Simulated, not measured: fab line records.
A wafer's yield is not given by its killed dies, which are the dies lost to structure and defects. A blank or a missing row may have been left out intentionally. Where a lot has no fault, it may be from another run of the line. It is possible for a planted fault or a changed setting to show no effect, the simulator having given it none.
Which tool was responsible? / flow gf180mcu / 7 lots, 21 wafers sampled, at 2 steps of a route of 602

== WHAT THE GAUGES READ, wafer by wafer ==
GF_POLY_GATE_THK_MEAS_17.
lot=L639; measured=day 9 19:29; on=filmMetro-01; POLY_GATE_OXIDATION_THK (nm)=4.11 4.00 3.98
lot=L644; measured=day 11 04:44; on=filmMetro-01; POLY_GATE_OXIDATION_THK (nm)=4.04 4.06 3.93
lot=L647; measured=day 12 01:51; on=filmMetro-03; POLY_GATE_OXIDATION_THK (nm)=3.93 3.92 3.90
lot=L650; measured=day 12 21:38; on=filmMetro-04; POLY_GATE_OXIDATION_THK (nm)=3.95 4.02 4.00
lot=L655; measured=day 14 17:44; on=filmMetro-04; POLY_GATE_OXIDATION_THK (nm)=4.15 4.09 4.07
lot=L658; measured=day 15 09:31; on=filmMetro-01; POLY_GATE_OXIDATION_THK (nm)=4.00 3.92 4.00
lot=L660; measured=day 16 00:44; on=filmMetro-03; POLY_GATE_OXIDATION_THK (nm)=3.91 3.94 3.90

== TOOL THAT RAN EACH LOT (tool first, then ch and the chambers of the sampled wafers, then the start) ==
lot=L639; GF_VT_IMPLANT_SOFTBAKE_25=lithoTrack-04 ch 0, day 7 00:30
lot=L644; GF_VT_IMPLANT_SOFTBAKE_25=lithoTrack-04 ch 0, day 8 07:59
lot=L647; GF_VT_IMPLANT_SOFTBAKE_25=lithoTrack-04 ch 0, day 9 04:00
lot=L650; GF_VT_IMPLANT_SOFTBAKE_25=lithoTrack-01 ch 0, day 9 21:35
lot=L655; GF_VT_IMPLANT_SOFTBAKE_25=lithoTrack-01 ch 0, day 11 08:54
lot=L658; GF_VT_IMPLANT_SOFTBAKE_25=lithoTrack-01 ch 0, day 12 02:45
lot=L660; GF_VT_IMPLANT_SOFTBAKE_25=lithoTrack-01 ch 0, day 12 16:45
- GF_VT_IMPLANT_SOFTBAKE_25: time 60 s.

== THE ANSWER, worked out from the rows above alone ==
Rule: the usual values come from the lots themselves. Put in order of their means at a reading, lots are off if they are a third of the lots or fewer, leave a main group of 4 or more, and stand apart from it by a gap of 3 or more times the standard deviation of the main group's means; of several such gaps the widest counts. Not used: any main group whose means are identical at the precision the tables above print for the reading. A lot without any number at a reading at which 4 lots or more have one is off too. All remaining lots with rows at the step are treated as sound.
No lot is off at any reading shown: from this, nothing can be told.

== WHAT HAD BEEN PUT IN BY THE SIMULATOR ==
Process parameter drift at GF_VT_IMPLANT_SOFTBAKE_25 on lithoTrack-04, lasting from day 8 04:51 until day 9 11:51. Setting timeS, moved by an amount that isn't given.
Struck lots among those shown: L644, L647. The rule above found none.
